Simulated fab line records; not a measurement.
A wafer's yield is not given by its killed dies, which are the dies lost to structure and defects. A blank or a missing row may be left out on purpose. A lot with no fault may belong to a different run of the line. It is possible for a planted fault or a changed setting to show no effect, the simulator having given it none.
Matching of chambers :: flow sky130 :: 3 sister chambers for SKY_LI_CONTACT_HDPCVD_00 on hdpcvd-01
The step deposits PSG, target thk 930 nm, time 155 s. 6 wafers are shown with their chamber, then 7 later ones without.

## WAFERS WITH THEIR CHAMBER
wafer: L253.4
chamber: 2
run_length_s (s): 183.3

wafer: L254.6
chamber: 0
run_length_s (s): 183.1

wafer: L259.1
chamber: 0
run_length_s (s): 183.3

wafer: L259.3
chamber: 2
run_length_s (s): 183.6

wafer: L261.1
chamber: 1
run_length_s (s): 182.0

wafer: L261.4
chamber: 1
run_length_s (s): 182.2

## WAFERS WITHOUT THEIR CHAMBER
wafer: L261.6
run_length_s (s): 183.0

wafer: L264.2
run_length_s (s): 183.9

wafer: L264.4
run_length_s (s): 181.8

wafer: L264.6
run_length_s (s): 182.8

wafer: L267.2
run_length_s (s): 182.5

wafer: L267.4
run_length_s (s): 182.9

wafer: L267.5
run_length_s (s): 183.1

## EACH ONE'S CHAMBER
wafer: L261.6
from the rows above: can't be placed: 0 or 2
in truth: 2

wafer: L264.2
from the rows above: can't be placed: 2 or 0
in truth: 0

wafer: L264.4
from the rows above: 1
in truth: 1

wafer: L264.6
from the rows above: can't be placed: 0 or 2 or 1
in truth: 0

wafer: L267.2
from the rows above: can't be placed: 1 or 0
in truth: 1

wafer: L267.4
from the rows above: can't be placed: 0 or 2
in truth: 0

wafer: L267.5
from the rows above: can't be placed: 0 or 2
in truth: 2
Correctly placed: 1 of 7. Cannot be placed on the basis of these rows: 6; the candidates contain the true chamber in 6. Wrongly placed: 0.
How it was worked out, from the rows above alone: a wafer's distance from a chamber is the root of the sum, over the readings, of the square of ((its reading less the chamber's mean) divided by the reading's scatter). If the next closest chamber is less than 2 further off than the closest, the wafer can't be placed; otherwise it belongs to the closest. Each chamber's mean is taken over the wafers shown for it. The scatter: the root of (the sum of the squares of (reading less its chamber's mean) over the shown wafers, divided by (wafers less chambers)).
